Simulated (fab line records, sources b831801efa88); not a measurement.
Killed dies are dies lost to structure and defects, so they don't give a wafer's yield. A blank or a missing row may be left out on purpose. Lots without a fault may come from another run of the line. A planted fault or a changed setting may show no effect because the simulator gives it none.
Which tool did it? | flow sky130 | 14 lots, 42 wafers sampled, at 5 steps of a route of 708

WHAT THE GAUGES READ, wafer by wafer
SKY_SONOS_TUNNEL_OVL_MEAS_08. Usual: SONOS_TUNNEL_OVL 0.2 nm, standard deviation 1.5.
lot  | measured     | on         | SONOS_TUNNEL_OVL (nm) | flag
L803 | day 11 08:04 | overlay-01 | 2.9 0.3 1.0           |
L804 | day 11 15:49 | overlay-01 | 1.0 3.1 2.8           |
L805 | day 11 22:11 | overlay-02 | 1.9 1.7 -2.0          |
L806 | day 12 03:52 | overlay-02 | -2.4 -0.3 1.5         |
L810 | day 13 16:31 | overlay-01 | 1.5 1.3 0.7           |
L812 | day 14 14:38 | overlay-01 | -0.2 0.4 -1.3         |
L814 | day 15 06:16 | overlay-01 | 3.9 2.4 4.5           |
L816 | day 15 16:46 | overlay-02 | 0.9 1.8 3.2           |
L818 | day 16 16:56 | overlay-01 | 1.9 1.6 -1.5          |
L819 | day 16 22:13 | overlay-02 | 259.9 260.4 258.4     | OFF
L820 | day 17 06:16 | overlay-02 | -1.2 -1.1 -0.1        |
L822 | day 17 13:51 | overlay-02 | -2.0 -2.0 -1.1        |
L824 | day 18 09:06 | overlay-02 | -0.5 0.3 0.4          |
L825 | day 18 17:04 | overlay-02 | 262.9 260.9 259.0     | OFF

SKY_LDD_P_OVL_MEAS_08. Usual: LDD_P_OVL -0.1 nm, standard deviation 1.1.
lot  | measured     | on         | LDD_P_OVL (nm) | flag
L803 | day 18 20:25 | overlay-02 | -0.9 -0.8 0.2  |
L804 | day 19 09:19 | overlay-01 | -0.4 -1.3 -0.5 |
L805 | day 19 12:28 | overlay-02 | 0.1 1.2 0.2    |
L806 | day 20 01:55 | overlay-02 | 1.5 -0.5 -1.2  |
L810 | day 21 21:34 | overlay-01 | -2.0 -2.2 -2.7 |
L812 | day 22 18:26 | overlay-01 | 0.4 0.0 0.7    |
L814 | day 23 12:55 | overlay-02 | 0.7 0.1 -1.4   |
L816 | day 23 21:13 | overlay-02 | 1.0 0.3 1.1    |
L818 | day 24 21:19 | overlay-02 | -1.0 -1.0 -0.4 |
L819 | day 25 03:34 | overlay-01 | -1.3 1.1 0.8   |
L820 | day 25 14:34 | overlay-01 | 0.5 -0.4 -1.2  |
L822 | day 25 20:19 | overlay-02 | 0.5 -0.4 0.0   |
L824 | day 26 13:40 | overlay-01 | 0.8 0.5 0.7    |
L825 | day 26 22:46 | overlay-01 | 0.1 -0.1 -3.1  |

SKY_LDD_HVP_OVL_MEAS_07. Usual: LDD_HVP_OVL -0.1 nm, standard deviation 1.2.
lot  | measured     | on         | LDD_HVP_OVL (nm) | flag
L803 | day 21 10:23 | overlay-01 | 1.0 2.0 0.1      |
L804 | day 21 22:55 | overlay-02 | 0.6 0.4 0.2      |
L805 | day 22 02:05 | overlay-01 | 1.2 -0.8 0.1     |
L806 | day 22 15:29 | overlay-01 | -3.1 0.2 -0.4    |
L810 | day 24 09:48 | overlay-02 | -0.9 -0.2 0.3    |
L812 | day 25 06:30 | overlay-01 | 0.2 2.5 1.7      |
L814 | day 26 00:29 | overlay-01 | 0.0 -0.9 -2.0    |
L816 | day 26 08:05 | overlay-02 | -0.5 0.0 0.5     |
L818 | day 27 08:35 | overlay-01 | 0.7 1.4 -0.5     |
L819 | day 27 14:20 | overlay-01 | 0.7 2.4 1.0      |
L820 | day 28 00:42 | overlay-01 | -0.3 -0.2 -1.2   |
L822 | day 28 06:17 | overlay-01 | 1.1 1.2 -0.7     |
L824 | day 28 22:51 | overlay-01 | 0.3 -0.2 -0.1    |
L825 | day 29 07:47 | overlay-01 | -0.9 1.2 1.7     |

SKY_SD_N_RS_MEAS_16: measures by four-point-probe. Usual: SD_N_RS 68.56 ohm/sq, standard deviation 0.11.
lot  | measured     | on            | SD_N_RS (ohm/sq)  | flag
L803 | day 27 18:50 | film_metro-04 | 68.73 68.56 68.58 |
L804 | day 28 06:49 | film_metro-03 | 68.66 68.65 68.47 |
L805 | day 28 10:52 | film_metro-04 | 68.66 68.62 68.50 |
L806 | day 28 20:22 | film_metro-03 | 68.67 68.55 68.62 |
L810 | day 30 10:45 | film_metro-01 | 68.54 68.60 68.46 |
L812 | day 31 07:53 | film_metro-03 | 68.77 68.61 68.72 |
L814 | day 31 23:07 | film_metro-03 | 68.71 68.54 68.68 |
L816 | day 32 08:07 | film_metro-01 | 68.47 68.61 68.61 |
L818 | day 33 05:38 | film_metro-01 | 68.49 68.60 68.57 |
L819 | day 33 11:54 | film_metro-04 | 68.44 68.39 68.38 |
L820 | day 33 21:22 | film_metro-01 | 68.67 68.51 68.71 |
L822 | day 34 03:23 | film_metro-01 | 68.66 68.62 68.56 |
L824 | day 34 18:53 | film_metro-01 | 68.61 68.56 68.65 |
L825 | day 35 01:06 | film_metro-03 | 68.66 68.53 68.70 |

WHICH TOOL RAN EACH LOT (tool, then ch and the chambers of the sampled wafers, then the start)
lot  | SKY_SONOS_TUNNEL_EXPOSE_04
L803 | iline_stepper-01 ch 0, day 10 20:11
L804 | iline_stepper-01 ch 0, day 11 03:59
L805 | iline_stepper-01 ch 0, day 11 10:29
L806 | iline_stepper-02 ch 0, day 11 16:25
L810 | iline_stepper-02 ch 0, day 13 03:35
L812 | iline_stepper-02 ch 0, day 14 01:21
L814 | iline_stepper-01 ch 0, day 14 16:56
L816 | iline_stepper-02 ch 0, day 15 03:46
L818 | iline_stepper-01 ch 0, day 16 02:56
L819 | iline_stepper-01 ch 0, day 16 08:10
L820 | iline_stepper-02 ch 0, day 16 16:15
L822 | iline_stepper-02 ch 0, day 16 23:38
L824 | iline_stepper-02 ch 0, day 17 18:22
L825 | iline_stepper-01 ch 0, day 18 02:05
- SKY_SONOS_TUNNEL_EXPOSE_04: exposes mask TUNM, target cd 410 nm.

WHAT THE TOOLS THEMSELVES READ (means of the sampled wafers that have a number; where no wafer has one, the mark that the record gives instead)
The record holds no such reading with a usual standard deviation.

THE ANSWER, worked out from the rows above alone
Rule: a lot is off if the mean of its wafers that have a number lies more than 3 standard deviations from the usual mean. A lot without any number at a reading at which 4 lots or more have one is off too. The other lots that the step has rows for count as sound. The gauges are gone through in route order, then the tools' own readings, and for those a lot's mean is taken as printed above. The first step at which some lot is off is used, and at that step the reading that is off furthest; a lot without a number counts as furthest.
Off: L819, L825, at SKY_SONOS_TUNNEL_OVL_MEAS_08 (SONOS_TUNNEL_OVL).
A tool fits if, at a process step before that reading, it ran every lot that is off, and no sound lot after the first of them. The gauges at SKY_SONOS_TUNNEL_OVL_MEAS_08 are tried like those tools. One fits: iline_stepper-01 at SKY_SONOS_TUNNEL_EXPOSE_04. Its last sound lot is L818 (day 16 02:56), its first lot that is off L819 (day 16 08:10): a fault that began between those two fits.

WHAT THE SIMULATOR HAD PUT IN
Scanner matching overlay: iline_stepper-01, from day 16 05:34 on, at SKY_SONOS_TUNNEL_EXPOSE_04. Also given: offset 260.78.
Lots struck among those shown: L819, L825. The rule above found the same.
